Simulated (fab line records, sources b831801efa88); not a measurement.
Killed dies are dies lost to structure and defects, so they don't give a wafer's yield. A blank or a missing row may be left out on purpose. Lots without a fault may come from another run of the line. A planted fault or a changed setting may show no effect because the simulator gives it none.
Which tool did it? | flow sky130 | 13 lots, 39 wafers sampled, at 2 steps of a route of 708

WHAT THE GAUGES READ, wafer by wafer
SKY_VIA4_BOW_MEAS_03. Usual: VIA4_BOW 75 um, standard deviation 8.7.
lot  | measured     | on            | VIA4_BOW (um) | flag
L735 | day 42 07:11 | film_metro-03 | 65 65 86      |
L736 | day 42 20:28 | film_metro-03 | 87 65 61      |
L737 | day 43 20:55 | film_metro-02 | 73 77 87      |
L738 | day 43 22:45 | film_metro-03 | 72 72 69      |
L739 | day 43 23:20 | film_metro-04 | 74 84 70      |
L740 | day 44 01:01 | film_metro-04 | 62 70 64      |
L742 | day 44 11:44 | film_metro-02 | 68 74 83      |
L743 | day 45 00:52 | film_metro-03 | 82 80 78      |
L745 | day 45 07:11 | film_metro-03 | 72 80 77      |
L747 | day 45 17:52 | film_metro-03 | 65 81 76      |
L748 | day 46 15:28 | film_metro-04 | 72 70 81      |
L749 | day 46 18:49 | film_metro-02 | 87 79 86      |
L754 | day 47 04:32 | film_metro-03 | 88 79 79      |

WHICH TOOL RAN EACH LOT (tool, then ch and the chambers of the sampled wafers, then the start)
lot  | SKY_METAL3_STRIP_20
L735 | wet_bench-02 ch 0, day 39 02:24
L736 | wet_bench-03 ch 1, day 39 15:29
L737 | wet_bench-01 ch 2, day 40 16:31
L738 | wet_bench-01 ch 2, day 40 18:16
L739 | wet_bench-02 ch 3, day 40 19:51
L740 | wet_bench-01 ch 3, day 40 21:21
L742 | wet_bench-01 ch 1, day 41 09:37
L743 | wet_bench-02 ch 0, day 41 22:52
L745 | wet_bench-02 ch 0, day 42 06:04
L747 | wet_bench-03 ch 3, day 42 17:52
L748 | wet_bench-02 ch 3, day 43 11:38
L749 | wet_bench-02 ch 0, day 43 17:35
L754 | wet_bench-02 ch 1, day 44 16:11
- SKY_METAL3_STRIP_20: strips in post etch residue remover, time 1200 s.

WHAT THE TOOLS THEMSELVES READ (means of the sampled wafers that have a number; where no wafer has one, the mark that the record gives instead)
SKY_METAL3_STRIP_20. Usual: bath_heat_duty_pct 15.4 %, standard deviation 1.4.
lot  | tool         | bath_heat_duty_pct (%) | flag
L735 | wet_bench-02 | 16.4                   |
L736 | wet_bench-03 | 12.7                   |
L737 | wet_bench-01 | 14.5                   |
L738 | wet_bench-01 | 15.0                   |
L739 | wet_bench-02 | 13.9                   |
L740 | wet_bench-01 | 15.1                   |
L742 | wet_bench-01 | 16.6                   |
L743 | wet_bench-02 | 15.9                   |
L745 | wet_bench-02 | 16.7                   |
L747 | wet_bench-03 | 15.7                   |
L748 | wet_bench-02 | 13.7                   |
L749 | wet_bench-02 | 16.9                   |
L754 | wet_bench-02 | 12.3                   |

THE ANSWER, worked out from the rows above alone
Rule: a lot is off if the mean of its wafers that have a number lies more than 3 standard deviations from the usual mean. A lot without any number at a reading at which 4 lots or more have one is off too. The other lots that the step has rows for count as sound. The gauges are gone through in route order, then the tools' own readings, and for those a lot's mean is taken as printed above. The first step at which some lot is off is used, and at that step the reading that is off furthest; a lot without a number counts as furthest.
No lot is off at any reading shown: from this, nothing can be told.

WHAT THE SIMULATOR HAD PUT IN
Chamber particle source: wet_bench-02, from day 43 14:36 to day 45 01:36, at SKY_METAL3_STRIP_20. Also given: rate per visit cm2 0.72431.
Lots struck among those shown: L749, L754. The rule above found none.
